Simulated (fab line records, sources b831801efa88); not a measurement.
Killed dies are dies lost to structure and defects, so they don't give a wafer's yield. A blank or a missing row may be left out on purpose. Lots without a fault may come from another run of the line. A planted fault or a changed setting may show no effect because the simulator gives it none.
A struck lot beside a sound one | flow sky130 | 15 steps out of a route of 708
Sound: wafers L775.2, L775.3, L775.6. Struck: wafer L767.5. (L767.1, L767.3 of the same lot were not struck and are left out.) The cause comes at the end.
At each step with rows: each side's tool, then ch and its chambers, then its first start. Under that, the readings that differ: sound wafers | struck wafers | difference of the means | sigmas: that difference in standard deviations of wafers without a fault.
alike: readings whose means differ by less than 2 such deviations, and words and numbers that are the same on both sides. not compared: withheld readings, readings that some wafer has no value for, bounds like >300 that may hide the same value, and numbers for which the record gives no deviation and whose values overlap.
The two part at a step that has a row with sigmas, a row that says differs or no value, or rows on one side only. Numbers that don't overlap but have no deviation are shown without sigmas and don't part them. A reading that every wafer of one side lacks parts them only if that side has two wafers or more.

first, 3 steps without rows for these wafers: SKY_LI_CONTACT_EXPOSE_09 (exposes mask LICM1, target cd 170 nm); SKY_LI_CONTACT_PEB_10; SKY_LI_CONTACT_DEVELOP_11 (develop time 60 s).
SKY_LI_CONTACT_CD_MEAS_12: target cd 170 nm.
  sound on cd_sem-02, day 34 21:16; struck on cd_sem-02, day 32 14:19
  alike: cd_nm
SKY_LI_CONTACT_OVL_MEAS_13:
  sound on overlay-01, day 34 21:22; struck on overlay-02, day 32 14:26
  alike: LI_CONTACT_OVL
SKY_LI_CONTACT_ETCH_14: etches BARC in N2/H2, stops on SiO2, time 45.9 s, target depth 60 nm.
  sound on rie_diel-04 ch 0,1,3, day 34 21:23; struck on rie_diel-03 ch 0, day 32 14:28
  alike: drypump_motor_current_A, oes_product_au, throttle_valve_pct
  not compared: rf_hours_counter_h
SKY_LI_CONTACT_ETCH_15: etches PSG in C4F8/O2/Ar, stops on Si, target depth 600 nm.
  sound on rie_diel-04 ch 0,1,3, day 34 21:26; struck on rie_diel-03 ch 0, day 32 14:31
  alike: oes_product_au
SKY_LI_CONTACT_STRIP_16: strips in O2/N2.
  sound on plasma_asher-01 ch 0,1, day 34 21:31; struck on plasma_asher-02 ch 1, day 32 14:36
  alike: drypump_motor_current_A, oes_product_au, strip_time_to_endpoint_s
  not compared: rf_hours_counter_h
then, 2 steps without rows for these wafers: SKY_LI_CONTACT_CLEAN_17 (cleans in NMP, time 600 s); SKY_LI_CONTACT_PRE_CLEAN_18 (time 5.6 s).
SKY_LI_CONTACT_SPUTTER_19: material Ti, target thk 20 nm, time 106.37 s.
  sound on pvd_sputter-02, day 34 21:49; struck on pvd_sputter-04, day 32 14:53
  alike: substrate_temp_c, throttle_valve_pct
SKY_LI_CONTACT_SPUTTER_20: material TiN, target thk 20 nm, time 80 s.
  sound on pvd_sputter-02, day 34 21:53; struck on pvd_sputter-04, day 32 14:58
  alike: throttle_valve_pct
SKY_LI_CONTACT_CVD_21: deposits W, target thk 400 nm, time 120.56 s.
  sound on cvd_w-01 ch 0,1, day 34 21:57; struck on cvd_w-02 ch 0, day 32 15:02
  reading                                  | sound             | struck | difference | sigmas
  model.W_of_LI_CONTACT_CVD_21.thk_nm (nm) | 409.7 409.7 406.4 | 404.8  | -3.8       |
  alike: heater_power_w
SKY_LI_CONTACT_RS_MEAS_22: measures by four-point-probe.
  sound on film_metro-02, day 34 22:06; struck on film_metro-04, day 32 15:10
  alike: LI_CONTACT_W_RS
-- the record jumps here: 16 days lie between the struck wafers' starts before and after (it left off in module LI_CONTACT and takes up again in module PAD_OPEN, whose first step shown is number 708 of the route) --
SKY_PAD_OPEN_PROBE_99:
  sound on prober-01, day 50 00:08; struck on prober-01, day 48 10:49
  alike: killed_at_M0_to_M3, killed_at_M4_up, killed_at_contacts, killed_at_front_end, killed_at_other, killed_dies, killed_open, killed_short

WHERE THEY PART
Nowhere in this record.

WHY: what the simulator had put in
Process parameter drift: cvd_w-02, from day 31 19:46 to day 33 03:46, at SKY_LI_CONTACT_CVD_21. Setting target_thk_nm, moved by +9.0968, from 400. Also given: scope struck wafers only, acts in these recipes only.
